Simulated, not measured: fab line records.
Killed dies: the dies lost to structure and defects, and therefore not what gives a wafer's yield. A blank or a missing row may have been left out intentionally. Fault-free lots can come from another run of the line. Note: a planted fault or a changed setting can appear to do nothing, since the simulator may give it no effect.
Lot-split experiment || flow gf180mcu || 23 wafers read from 5 lots, route of 602 steps

THE SPLIT
At GF_PSD_DEVELOP_06 (develop time 60 s), the setting developTimeS was moved away from the recipe's 60 s on 8 of the 23 wafers read, by -13.6% to +4.4%. The other wafers ran this setting at the recipe's value.

The file shows no step between the split and the reading.

THE READING
At GF_PSD_CD_MEAS_07: cdNm in nanometres, against a target cd of 400 nm. A value of 399.8 nm with a standard deviation of 2.3 nm is what fault-free wafers of this fab line usually give.

{"wafer": "L075.1", "tool, chamber at the split": "lithoTrack-04, 0", "developTimeS as run, s": 60, "against the recipe": "recipe", "cdNm, nm": 399.5, "against lot-mates on the recipe": "-"}
{"wafer": "L075.2", "tool, chamber at the split": "lithoTrack-04, 0", "developTimeS as run, s": 60, "against the recipe": "recipe", "cdNm, nm": 399.3, "against lot-mates on the recipe": "-"}
{"wafer": "L075.3", "tool, chamber at the split": "lithoTrack-04, 0", "developTimeS as run, s": 60, "against the recipe": "recipe", "cdNm, nm": 399.1, "against lot-mates on the recipe": "-"}
{"wafer": "L075.4", "tool, chamber at the split": "lithoTrack-04, 0", "developTimeS as run, s": 60, "against the recipe": "recipe", "cdNm, nm": 398.0, "against lot-mates on the recipe": "-"}
{"wafer": "L075.5", "tool, chamber at the split": "lithoTrack-04, 0", "developTimeS as run, s": 60, "against the recipe": "recipe", "cdNm, nm": 400.2, "against lot-mates on the recipe": "-"}
{"wafer": "L076.2", "tool, chamber at the split": "lithoTrack-01, 0", "developTimeS as run, s": 60, "against the recipe": "recipe", "cdNm, nm": 396.9, "against lot-mates on the recipe": "-"}
{"wafer": "L076.3", "tool, chamber at the split": "lithoTrack-01, 0", "developTimeS as run, s": 62.61, "against the recipe": "+4.4%", "cdNm, nm": 399.8, "against lot-mates on the recipe": "+2.1"}
{"wafer": "L076.4", "tool, chamber at the split": "lithoTrack-01, 0", "developTimeS as run, s": 62.61, "against the recipe": "+4.4%", "cdNm, nm": 400.3, "against lot-mates on the recipe": "+2.6"}
{"wafer": "L076.5", "tool, chamber at the split": "lithoTrack-01, 0", "developTimeS as run, s": 60, "against the recipe": "recipe", "cdNm, nm": 398.5, "against lot-mates on the recipe": "-"}
{"wafer": "L076.6", "tool, chamber at the split": "lithoTrack-01, 0", "developTimeS as run, s": 62.61, "against the recipe": "+4.4%", "cdNm, nm": 400.7, "against lot-mates on the recipe": "+3.0"}
{"wafer": "L082.1", "tool, chamber at the split": "lithoTrack-04, 0", "developTimeS as run, s": 55.33, "against the recipe": "-7.8%", "cdNm, nm": 392.5, "against lot-mates on the recipe": -8.7}
{"wafer": "L082.2", "tool, chamber at the split": "lithoTrack-04, 0", "developTimeS as run, s": 55.33, "against the recipe": "-7.8%", "cdNm, nm": 394.0, "against lot-mates on the recipe": -7.2}
{"wafer": "L082.4", "tool, chamber at the split": "lithoTrack-04, 0", "developTimeS as run, s": 60, "against the recipe": "recipe", "cdNm, nm": 399.9, "against lot-mates on the recipe": "-"}
{"wafer": "L082.5", "tool, chamber at the split": "lithoTrack-04, 0", "developTimeS as run, s": 60, "against the recipe": "recipe", "cdNm, nm": 401.1, "against lot-mates on the recipe": "-"}
{"wafer": "L082.6", "tool, chamber at the split": "lithoTrack-04, 0", "developTimeS as run, s": 60, "against the recipe": "recipe", "cdNm, nm": 402.5, "against lot-mates on the recipe": "-"}
{"wafer": "L083.1", "tool, chamber at the split": "lithoTrack-01, 0", "developTimeS as run, s": 51.83, "against the recipe": "-13.6%", "cdNm, nm": 382.1, "against lot-mates on the recipe": -15.8}
{"wafer": "L083.2", "tool, chamber at the split": "lithoTrack-01, 0", "developTimeS as run, s": 51.83, "against the recipe": "-13.6%", "cdNm, nm": 383.9, "against lot-mates on the recipe": -14.0}
{"wafer": "L083.3", "tool, chamber at the split": "lithoTrack-01, 0", "developTimeS as run, s": 60, "against the recipe": "recipe", "cdNm, nm": 400.3, "against lot-mates on the recipe": "-"}
{"wafer": "L083.4", "tool, chamber at the split": "lithoTrack-01, 0", "developTimeS as run, s": 51.83, "against the recipe": "-13.6%", "cdNm, nm": 383.4, "against lot-mates on the recipe": -14.5}
{"wafer": "L083.6", "tool, chamber at the split": "lithoTrack-01, 0", "developTimeS as run, s": 60, "against the recipe": "recipe", "cdNm, nm": 395.5, "against lot-mates on the recipe": "-"}
{"wafer": "L084.2", "tool, chamber at the split": "lithoTrack-04, 0", "developTimeS as run, s": 60, "against the recipe": "recipe", "cdNm, nm": 400.1, "against lot-mates on the recipe": "-"}
{"wafer": "L084.3", "tool, chamber at the split": "lithoTrack-04, 0", "developTimeS as run, s": 60, "against the recipe": "recipe", "cdNm, nm": 401.4, "against lot-mates on the recipe": "-"}
{"wafer": "L084.5", "tool, chamber at the split": "lithoTrack-04, 0", "developTimeS as run, s": 60, "against the recipe": "recipe", "cdNm, nm": 399.2, "against lot-mates on the recipe": "-"}

THE FIT
A straight line over all 23 wafers: cdNm changes by +1.01 nm for each +1% of developTimeS; r = +0.93; the points scatter about the line by 2.2 nm.
The same after taking each lot's own level away (the mean of its wafers on the recipe; 23 wafers): +1.01 nm for each +1%; r = +0.98; scatter 1.3 nm.
The reading moves by 14 nm for the largest change in developTimeS, on that fit.
From 397.70 to 401.17 nm: that is the span of the lots' own levels, equal to 1.5 times the standard deviation above.
Hence the lot-to-lot level has little effect on the slope; both slopes agree.
Check: for one of the wafers moved furthest among these (-13.6%), held out of the fit, the line's prediction against its lot-mates is -13.6 nm. It came out at -15.8 nm against them.

FILE'S OWN FIT
cdNm changes by +1.03 nm for each +1% of developTimeS, r = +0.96.
